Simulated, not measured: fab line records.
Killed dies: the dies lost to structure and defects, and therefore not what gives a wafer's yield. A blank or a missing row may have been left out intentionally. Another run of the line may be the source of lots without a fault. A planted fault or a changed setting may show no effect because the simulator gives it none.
Which tool was responsible? || flow sky130 || 6 lots with 18 wafers sampled at 3 steps, on a route of 708 steps

WHAT EACH GAUGE READ, for each wafer
SKY_VT_ADJUST_NCORE_TW_MEAS_11.
{"lot": "L930", "measured": "day 9 17:49", "on": "film metro-04", "VT_ADJUST_NCORE_TW": "221.7 221.8 222.5"}
{"lot": "L934", "measured": "day 10 18:47", "on": "film metro-04", "VT_ADJUST_NCORE_TW": "221.2 220.6 222.1"}
{"lot": "L936", "measured": "day 11 07:31", "on": "film metro-04", "VT_ADJUST_NCORE_TW": "230.6 231.2 231.1"}
{"lot": "L938", "measured": "day 12 01:11", "on": "film metro-03", "VT_ADJUST_NCORE_TW": "226.8 228.4 226.9"}
{"lot": "L943", "measured": "day 13 19:23", "on": "film metro-03", "VT_ADJUST_NCORE_TW": "217.8 217.0 216.9"}
{"lot": "L948", "measured": "day 15 03:44", "on": "film metro-02", "VT_ADJUST_NCORE_TW": "218.5 218.6 219.0"}

EACH LOT AND THE TOOL THAT RAN IT (in order: tool; ch and the chambers of the sampled wafers; start)
{"lot": "L930", "SKY_VT_ADJUST_LVTN_STRIP_20": "plasma asher-01 ch 0,1, day 8 20:19", "SKY_VT_ADJUST_NCORE_IMPLANT_09": "implanter-03 ch 0, day 9 17:34"}
{"lot": "L934", "SKY_VT_ADJUST_LVTN_STRIP_20": "plasma asher-03 ch 1, day 9 20:34", "SKY_VT_ADJUST_NCORE_IMPLANT_09": "implanter-04 ch 0, day 10 18:32"}
{"lot": "L936", "SKY_VT_ADJUST_LVTN_STRIP_20": "plasma asher-01 ch 0,1, day 10 08:22", "SKY_VT_ADJUST_NCORE_IMPLANT_09": "implanter-02 ch 0, day 11 07:16"}
{"lot": "L938", "SKY_VT_ADJUST_LVTN_STRIP_20": "plasma asher-02 ch 1, day 11 01:10", "SKY_VT_ADJUST_NCORE_IMPLANT_09": "implanter-02 ch 0, day 12 00:56"}
{"lot": "L943", "SKY_VT_ADJUST_LVTN_STRIP_20": "plasma asher-03 ch 0,1, day 12 19:18", "SKY_VT_ADJUST_NCORE_IMPLANT_09": "implanter-04 ch 0, day 13 19:10"}
{"lot": "L948", "SKY_VT_ADJUST_LVTN_STRIP_20": "plasma asher-02 ch 0,1, day 14 01:07", "SKY_VT_ADJUST_NCORE_IMPLANT_09": "implanter-02 ch 0, day 15 03:29"}
- SKY_VT_ADJUST_LVTN_STRIP_20: strips in O2/N2.
- SKY_VT_ADJUST_NCORE_IMPLANT_09

THE ANSWER, worked out from the rows above alone
Rule: what is usual is taken from the lots themselves. The widest of any qualifying gaps counts: lots, ordered by their means at a reading, are off when they make up no more than a third of the lots, leave a main group of 4 or more, and stand apart from it by 3 or more times the standard deviation of that group's means. If all means in a main group match to the digits the tables above print for the reading, that group is not used. A lot without any number at a reading at which 4 lots or more have one is off too. Any other lot the step has rows for is counted as sound.
Across all readings shown, no lot is off: no conclusion can be drawn from this.

WHAT THE SIMULATOR HAD PUT IN
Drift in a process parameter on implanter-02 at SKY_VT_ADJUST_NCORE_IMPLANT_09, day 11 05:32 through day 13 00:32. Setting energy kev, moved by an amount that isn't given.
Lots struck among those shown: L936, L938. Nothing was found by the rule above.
